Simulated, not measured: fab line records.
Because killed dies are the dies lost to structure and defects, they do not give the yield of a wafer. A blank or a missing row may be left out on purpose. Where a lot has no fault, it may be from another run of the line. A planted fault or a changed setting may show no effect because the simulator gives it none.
Code-filled problem report in 8D (eight disciplines) form -- flow sky130 -- the parts of the form that need people (team, actions taken, sign-off) are left out

== 1. THE ISSUE ==
biasW at SKY_FIELD_ISO_ETCH_17 reads a mean of 168.0 W on 6 wafers of 2 lots; wafers without a fault read 150.0 W with a standard deviation of 0.43. That puts it +42 standard deviations away from the usual mean.
The step: etches Si in HBr/Cl2/O2, target depth 342 nm, time 97.7 s.
Earliest sighting: wafer L231.1 on rieSi-02 at day 6 02:10. At this step, 36 wafers from 12 lots have a number in the record. Rule for "out" (also "out of limits"): further than 4 standard deviations from the usual mean. The other wafers with a number count as sound.

== 2. WHAT IT IS AND WHAT IT IS NOT ==
question,is,is not
which readings at this step,biasW,drypumpMotorCurrentA
which lots,"L231, L232","L219, L220, L222, L223, L224, L227, L235, L236, L239, L241"
which wafers of those lots,all that have a number,-
read on which tools,rieSi-02,rieSi-01
when,from day 6 02:10,"up to then (18 sound wafers); but 12 sound wafers of L235, L236, L239, L241 came after"

== 3. WHAT RULES OUT EACH SUSPECT ==
Counting: a tool at any process step up to the reading remains a suspect when it ran all the lots that are out and ran no sound lot after the first of those.
- rieSi-02 at SKY_FIELD_ISO_ETCH_17 (etches Si in HBr/Cl2/O2, target depth 342 nm, time 97.7 s): kept. All lots that are out passed through it, beginning with L231 at day 6 02:10, and no sound lot followed; its final sound lot before that point was L224 at day 3 07:34. Its own biasW readings are out on those wafers.
The count leaves rieSi-02 at SKY_FIELD_ISO_ETCH_17.

== 4. THE CAUSE (what the simulator had put in) ==
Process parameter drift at SKY_FIELD_ISO_ETCH_17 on rieSi-02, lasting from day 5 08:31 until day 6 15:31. Setting biasW, moved by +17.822, from 150. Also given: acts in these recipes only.
Only this tool survived the counting.

== 5. THE CHAIN OF EFFECTS, in route order ==
Rows list readings where the struck wafers' mean (over those with a number) sits beyond 3 standard deviations from the usual. Only readings for which the record gives a usual standard deviation are gone through. hours: the time from each lot's start at the first step in this table that gives one to its start at this step, as a median over the lots. sigmas: the change in usual standard deviations.
hours,step,reading,usual,on struck wafers,change,sigmas
0,SKY_FIELD_ISO_ETCH_17,biasW,150.0 W,168.0,+18.0,+42
Its process steps:
- SKY_FIELD_ISO_ETCH_17: etches Si in HBr/Cl2/O2, target depth 342 nm, time 97.7 s.
At these later measuring or inspecting steps, every struck wafer for which the step has a row has a number for every such reading, and none has moved that far: SKY_PWDE_TW_MEAS_10.

== 6. HOW IT WOULD HAVE BEEN CAUGHT EARLIER ==
18 hours passed between the start of the fault at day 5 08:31 and the first reading out of limits in this record, taken at day 6 02:10.
